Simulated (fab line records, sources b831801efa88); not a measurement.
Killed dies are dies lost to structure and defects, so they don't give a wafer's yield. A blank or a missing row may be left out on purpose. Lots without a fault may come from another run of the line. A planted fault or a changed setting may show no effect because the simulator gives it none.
A struck lot beside a sound one | flow sky130 | 43 steps out of a route of 708
Sound: wafers L725.1, L725.2, L725.3. Struck: wafers L739.2, L739.4, L739.5. The cause comes at the end.
At each step with rows: each side's tool, then ch and its chambers, then its first start. Under that, the readings that differ: sound wafers | struck wafers | difference of the means | sigmas: that difference in standard deviations of wafers without a fault.
alike: readings whose means differ by less than 2 such deviations, and words and numbers that are the same on both sides. not compared: withheld readings, readings that some wafer has no value for, bounds like >300 that may hide the same value, and numbers for which the record gives no deviation and whose values overlap.
The two part at a step that has a row with sigmas, a row that says differs or no value, or rows on one side only. Numbers that don't overlap but have no deviation are shown without sigmas and don't part them. A reading that every wafer of one side lacks parts them only if that side has two wafers or more.

first, 4 steps without rows for these wafers: SKY_FIELD_ISO_WET_ETCH_29 (etches Si3N4 in H3PO4, target depth 160 nm, time 1825 s); SKY_FIELD_ISO_WET_ETCH_30 (etches SiO2 in dHF, target depth 25 nm, time 50 s); SKY_NWELL_CLEAN_00 (cleans in SC1/SC2, time 150 s); SKY_NWELL_OXIDATION_01 (stabilise 600 s, purge 300 s, target thk 10 nm).
SKY_NWELL_THK_MEAS_02:
  sound on film_metro-04, day 3 11:20; struck on film_metro-03, day 6 01:44
  reading                  | sound             | struck         | difference | sigmas
  NWELL_OXIDATION_THK (nm) | 10.12 10.04 10.03 | 9.73 9.60 9.78 | -0.36      | -2
then, 7 steps without rows for these wafers: SKY_DNWELL_DEHYDRATE_00 (time 60 s); SKY_DNWELL_HMDS_01 (prime time 60 s); SKY_DNWELL_COAT_02 (resist thk 3000 nm); SKY_DNWELL_SOFTBAKE_03; SKY_DNWELL_EXPOSE_04 (exposes mask DNM, target cd 3000 nm); SKY_DNWELL_PEB_05; SKY_DNWELL_DEVELOP_06 (develop time 60 s).
SKY_DNWELL_IMPLANT_07:
  sound on implanter-01 ch 0, day 4 04:08; struck on implanter-04 ch 0, day 6 21:16
SKY_DNWELL_STRIP_08: strips in O2/N2.
  sound on plasma_asher-03 ch 0,1, day 4 04:17; struck on plasma_asher-03 ch 0, day 6 21:23
  alike: drypump_motor_current_A, oes_product_au, strip_time_to_endpoint_s
  not compared: rf_hours_counter_h
SKY_DNWELL_TW_MEAS_09:
  sound on film_metro-02, day 4 04:23; struck on film_metro-03, day 6 21:30
  alike: DNWELL_TW
then, 7 steps without rows for these wafers: SKY_PWDE_DEHYDRATE_00 (time 60 s); SKY_PWDE_HMDS_01 (prime time 60 s); SKY_PWDE_COAT_02 (resist thk 3000 nm); SKY_PWDE_SOFTBAKE_03; SKY_PWDE_EXPOSE_04 (exposes mask PWDEM, target cd 840 nm); SKY_PWDE_PEB_05; SKY_PWDE_DEVELOP_06 (develop time 60 s).
SKY_PWDE_OVL_MEAS_07:
  sound on overlay-02, day 4 21:23; struck on overlay-01, day 7 17:01
  alike: PWDE_OVL
then, 1 step without rows for these wafers: SKY_PWDE_IMPLANT_08.
SKY_PWDE_STRIP_09: strips in O2/N2.
  sound on plasma_asher-01 ch 0,1, day 4 21:34; struck on plasma_asher-02 ch 0,1, day 7 17:11
  reading                      | sound             | struck            | difference | sigmas
  strip_time_to_endpoint_s (s) | 37.17 37.07 37.01 | 36.76 36.78 36.79 | -0.31      | -3
  alike: drypump_motor_current_A, oes_product_au
  not compared: rf_hours_counter_h
SKY_PWDE_TW_MEAS_10:
  sound on film_metro-02, day 4 21:40; struck on film_metro-03, day 7 17:18
  alike: PWDE_TW
then, 7 steps without rows for these wafers: SKY_NWELL_DEHYDRATE_03 (time 60 s); SKY_NWELL_HMDS_04 (prime time 60 s); SKY_NWELL_COAT_05 (resist thk 3000 nm); SKY_NWELL_SOFTBAKE_06; SKY_NWELL_EXPOSE_07 (exposes mask NWM, target cd 840 nm); SKY_NWELL_PEB_08; SKY_NWELL_DEVELOP_09 (develop time 60 s).
SKY_NWELL_OVL_MEAS_10:
  sound on overlay-02, day 5 15:10; struck on overlay-02, day 8 13:16
  alike: NWELL_00_OVL
then, 3 steps without rows for these wafers: SKY_NWELL_IMPLANT_11; SKY_NWELL_IMPLANT_12; SKY_NWELL_IMPLANT_13.
SKY_NWELL_STRIP_14: strips in O2/N2.
  sound on plasma_asher-04 ch 0,1, day 5 15:39; struck on plasma_asher-03 ch 0,1, day 8 13:44
  alike: drypump_motor_current_A, oes_product_au, strip_time_to_endpoint_s
  not compared: rf_hours_counter_h
SKY_NWELL_TW_MEAS_15:
  sound on film_metro-03, day 5 15:45; struck on film_metro-04, day 8 13:51
  alike: NWELL_TW
then, 3 steps without rows for these wafers: SKY_NWELL_DEHYDRATE_16 (time 60 s); SKY_NWELL_HMDS_17 (prime time 60 s); SKY_NWELL_COAT_18 (resist thk 3000 nm).
-- the record jumps here: 42 days lie between the struck wafers' starts before and after (it left off in module NWELL and takes up again in module PAD_OPEN, whose first step shown is number 708 of the route) --
SKY_PAD_OPEN_PROBE_99:
  sound on prober-01, day 47 05:07; struck on prober-02, day 50 02:37
  reading                                           | sound                | struck               | difference | sigmas
  model.etest.cap_ono.gate_bv_v (V)                 | 16.44 16.38 16.36    | 15.54 15.33 15.01    | -1.10      |
  model.etest.cap_thick_oxide.gate_bv_v (V)         | 16.22 16.11 16.05    | 14.85 14.55 14.69    | -1.43      |
  model.etest.diode_nwell_sub.leak_log10_a_cm2      | -7.478 -7.41 -7.422  | -6.169 -6.246 -6.322 | +1.191     |
  model.etest.diode_dnwell_sub.leak_log10_a_cm2     | -7.382 -7.476 -7.298 | -6.346 -6.394 -6.463 | +0.984     |
  model.etest.diode_pwell_dnwell.leak_log10_a_cm2   | -7.465 -7.556 -7.577 | -6.488 -6.927 -6.906 | +0.759     |
  model.etest.diode_ndiff_pwell_hv.leak_log10_a_cm2 | -6.697 -6.613 -6.441 | -6.204 -6.206 -5.907 | +0.478     |
  model.etest.diode_pdiff_nwell_hv.leak_log10_a_cm2 | -6.49 -6.378 -6.755  | -5.909 -6.011 -6.154 | +0.516     |
  model.etest.diode_pdiff_nwell.leak_log10_a_cm2    | -7.237 -7.189 -7.508 | -6.744 -6.839 -6.809 | +0.514     |
  alike: killed_at_M0_to_M3, killed_at_M4_up, killed_at_contacts, killed_at_front_end, killed_at_other, killed_dies, killed_open, killed_short

WHERE THEY PART
First at SKY_NWELL_THK_MEAS_02; last, within this record, at SKY_PWDE_STRIP_09. Later steps at which nothing parts them and some readings are alike: SKY_PWDE_TW_MEAS_10, SKY_NWELL_OVL_MEAS_10, SKY_NWELL_STRIP_14, SKY_NWELL_TW_MEAS_15, SKY_PAD_OPEN_PROBE_99.

WHY: what the simulator had put in
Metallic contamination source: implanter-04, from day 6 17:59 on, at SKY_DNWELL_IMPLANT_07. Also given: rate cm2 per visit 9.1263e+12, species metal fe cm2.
